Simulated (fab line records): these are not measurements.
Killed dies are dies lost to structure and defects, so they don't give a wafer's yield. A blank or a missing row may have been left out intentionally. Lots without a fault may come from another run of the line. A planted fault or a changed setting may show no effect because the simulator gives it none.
A struck lot beside a sound one / flow sky130 / 21 out of 708 route steps
Sound: the wafers L629.3, L629.4, L629.5. The struck wafers were L632.1, L632.3, L632.5. The cause is given at the end.
Per side, at each step with rows, come the tool, then ch with its chambers, and then its first start. Under that, the readings that differ: sound wafers / struck wafers / difference of the means / sigmas: that difference in standard deviations of wafers without a fault.
alike: words and numbers the same on both sides, and readings whose means are apart by under 2 such deviations; not compared: readings that were withheld, readings missing a value for some wafer, numbers with overlapping values and no deviation given by the record, and bounds like >300 which may hide the same value.
A row with sigmas, a row that says differs or no value, or rows on one side alone: a step with any of these is where the two part. When numbers do not overlap yet have no deviation, they are printed without sigmas and do not part them. A reading missing from all wafers of one side parts the sides only when that side holds two or more wafers.

first, 3 steps without rows for these wafers: SKY_RES_PROTECT_PEB_05; SKY_RES_PROTECT_DEVELOP_06 (develop time 60 s); SKY_POLY_GATE_IMPLANT_02.
SKY_RES_PROTECT_STRIP_07: strips in O2/N2.
  sound on plasmaAsher-02 ch 0,1, day 16 22:56; struck on plasmaAsher-04 ch 0,1, day 18 02:28
  alike: drypumpMotorCurrentA, oesProductAu, stripTimeToEndpointS
  not compared: rfHoursCounterH
SKY_RES_PROTECT_TW_MEAS_08:
  struck on filmMetro-01, day 18 02:34; sound on filmMetro-02, day 16 23:01
reading=POLY_GATE_TW; sound=4075 4046 4083; struck=4013 4025 4027; difference=-46; sigmas=-2
then, 2 steps without rows for these wafers: SKY_RES_PROTECT_CLEAN_09 (cleans in SC1/SC2, time 150 s); SKY_POLY_GATE_CVD_03 (deposits Si3N4 from DCS/NH3, target thk 75 nm, time 1290 s).
SKY_POLY_GATE_THK_MEAS_04:
  struck on filmMetro-04, day 18 04:02; sound on filmMetro-04, day 17 01:22
  alike: POLY_GATE_CVD_03_THK
then, 4 steps without rows for these wafers: SKY_POLY_GATE_DEHYDRATE_05 (time 60 s); SKY_POLY_GATE_HMDS_06 (prime time 60 s); SKY_POLY_GATE_COAT_07 (resist thk 110 nm); SKY_POLY_GATE_COAT_08 (resist thk 450 nm).
SKY_POLY_GATE_SOFTBAKE_09: time 90 s.
  sound on lithoTrack-03 ch 0, day 17 15:00; struck on lithoTrack-03 ch 0, day 18 18:00
reading=heaterPowerTotalW (W); sound=57.19 57.16 57.27; struck=52.80 52.95 53.04; difference=-4.28; sigmas=-36
reading=plateTempC (C); sound=100.08 100.15 100.12; struck=94.55 94.27 94.29; difference=-5.75; sigmas=-44
  alike: resistLineTempC
then, 2 steps without rows for these wafers: SKY_POLY_GATE_EXPOSE_10 (exposes mask P1M, target cd 150 nm); SKY_POLY_GATE_PEB_11.
SKY_POLY_GATE_DEVELOP_12: develop time 60 s.
  sound: lithoTrack-04 ch 0; struck: lithoTrack-04 ch 0
  alike: developerTempC, resistLineTempC
  not compared: model.KrF-thick_of_POLY_GATE_COAT_08.thkNm
SKY_POLY_GATE_CD_MEAS_13: target cd 150 nm.
  struck on cdSem-02, day 19 11:21; sound on cdSem-02, day 18 06:05
  alike: cdNm
SKY_POLY_GATE_OVL_MEAS_14:
  struck on overlay-02, day 19 11:28; sound on overlay-02, day 18 06:11
  alike: POLY_GATE_OVL
SKY_POLY_GATE_ETCH_15: etches BARC in N2/H2, stops on SiO2, time 118.5 s, target depth 110 nm.
  sound on rieDiel-03 ch 1,2,3, day 18 06:12; struck on rieDiel-01 ch 1,2, day 19 11:30
  alike: drypumpMotorCurrentA, oesProductAu, throttleValvePct
  not compared: rfHoursCounterH, model.KrF-thick_of_POLY_GATE_COAT_08.thkNm
SKY_POLY_GATE_ETCH_16: etches Si3N4 in CH3F/O2, stops on poly-Si, time 147.5 s, target depth 75 nm.
  sound on rieDiel-03 ch 1,2,3, day 18 06:17; struck on rieDiel-01 ch 1,2, day 19 11:35
  alike: ch3fFlowSccm, drypumpMotorCurrentA, oesProductAu, throttleValvePct
  not compared: rfHoursCounterH
-- record jumps: 28 days separate the struck wafers' starts on either side; left off in module POLY_GATE, taken up again in module PAD_OPEN, whose first shown step is the route's number 708 --
SKY_PAD_OPEN_PROBE_99:
  record: rows for the struck wafers here (prober-02, day 47 21:34), none for the sound ones

WHERE THEY PART
First at SKY_RES_PROTECT_TW_MEAS_08; last, within this record, at SKY_PAD_OPEN_PROBE_99.

WHY: the cause the simulator had injected
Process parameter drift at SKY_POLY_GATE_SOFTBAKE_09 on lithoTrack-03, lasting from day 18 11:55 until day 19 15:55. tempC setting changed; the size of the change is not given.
